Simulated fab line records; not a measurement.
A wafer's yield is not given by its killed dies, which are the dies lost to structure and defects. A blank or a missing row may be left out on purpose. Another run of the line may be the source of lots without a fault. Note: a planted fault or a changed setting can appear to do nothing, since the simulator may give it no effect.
Matching of chambers || flow sky130 || cmp-02 running SKY_LI_CONTACT_CMP_24: 4 sister chambers
The step polishes, stops on PSG, t overpolish 20 s, target thk 0 nm. 8 wafers are shown with their chamber, then 9 later ones without.

## WAFERS PAIRED WITH THEIR CHAMBERS
{"wafer": "L255.5", "chamber": 2, "motor_current_A (A)": 11.7, "time_to_endpoint_s (s)": 102}
{"wafer": "L263.2", "chamber": 3, "motor_current_A (A)": 10.9, "time_to_endpoint_s (s)": 100}
{"wafer": "L264.1", "chamber": 0, "motor_current_A (A)": 10.2, "time_to_endpoint_s (s)": 97}
{"wafer": "L264.2", "chamber": 3, "motor_current_A (A)": 11.3, "time_to_endpoint_s (s)": 100}
{"wafer": "L264.3", "chamber": 1, "motor_current_A (A)": 13.0, "time_to_endpoint_s (s)": 92}
{"wafer": "L265.1", "chamber": 0, "motor_current_A (A)": 10.1, "time_to_endpoint_s (s)": 91}
{"wafer": "L265.3", "chamber": 1, "motor_current_A (A)": 12.2, "time_to_endpoint_s (s)": 97}
{"wafer": "L265.4", "chamber": 2, "motor_current_A (A)": 11.8, "time_to_endpoint_s (s)": 96}

## WAFERS WITHOUT THEIR CHAMBER
{"wafer": "L267.1", "motor_current_A (A)": 10.9, "time_to_endpoint_s (s)": 99}
{"wafer": "L267.2", "motor_current_A (A)": 11.6, "time_to_endpoint_s (s)": 103}
{"wafer": "L267.4", "motor_current_A (A)": 10.2, "time_to_endpoint_s (s)": 95}
{"wafer": "L270.2", "motor_current_A (A)": 11.4, "time_to_endpoint_s (s)": 95}
{"wafer": "L270.4", "motor_current_A (A)": 11.6, "time_to_endpoint_s (s)": 95}
{"wafer": "L270.6", "motor_current_A (A)": 9.8, "time_to_endpoint_s (s)": 94}
{"wafer": "L271.1", "motor_current_A (A)": 12.8, "time_to_endpoint_s (s)": 93}
{"wafer": "L271.4", "motor_current_A (A)": 11.6, "time_to_endpoint_s (s)": 96}
{"wafer": "L271.5", "motor_current_A (A)": 11.6, "time_to_endpoint_s (s)": 92}

## WHICH CHAMBER EACH ONE RAN IN
{"wafer": "L267.1", "from the rows above": "can't be placed: 3 or 2", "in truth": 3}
{"wafer": "L267.2", "from the rows above": "can't be placed: 2 or 3", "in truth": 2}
{"wafer": "L267.4", "from the rows above": 0, "in truth": 0}
{"wafer": "L270.2", "from the rows above": "can't be placed: 2 or 3", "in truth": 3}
{"wafer": "L270.4", "from the rows above": "can't be placed: 2 or 3 or 1", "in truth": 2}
{"wafer": "L270.6", "from the rows above": 0, "in truth": 0}
{"wafer": "L271.1", "from the rows above": 1, "in truth": 1}
{"wafer": "L271.4", "from the rows above": "can't be placed: 2 or 3", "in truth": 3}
{"wafer": "L271.5", "from the rows above": "can't be placed: 2 or 3 or 1", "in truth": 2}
Placed correctly: 3 of 9. From these rows, 6 cannot be placed; in 6 the true chamber is one of the candidates. Placed wrongly: 0.
How it was worked out, from the rows above alone: a wafer's distance from a chamber is the root of the sum, over the readings, of the square of ((its reading less the chamber's mean) divided by the reading's scatter). If the next closest chamber is less than 2 further off than the closest, the wafer can't be placed; otherwise it belongs to the closest. The mean given for a chamber averages the wafers shown for that chamber. The scatter: the root of (the sum of the squares of (reading less its chamber's mean) over the shown wafers, divided by (wafers less chambers)).
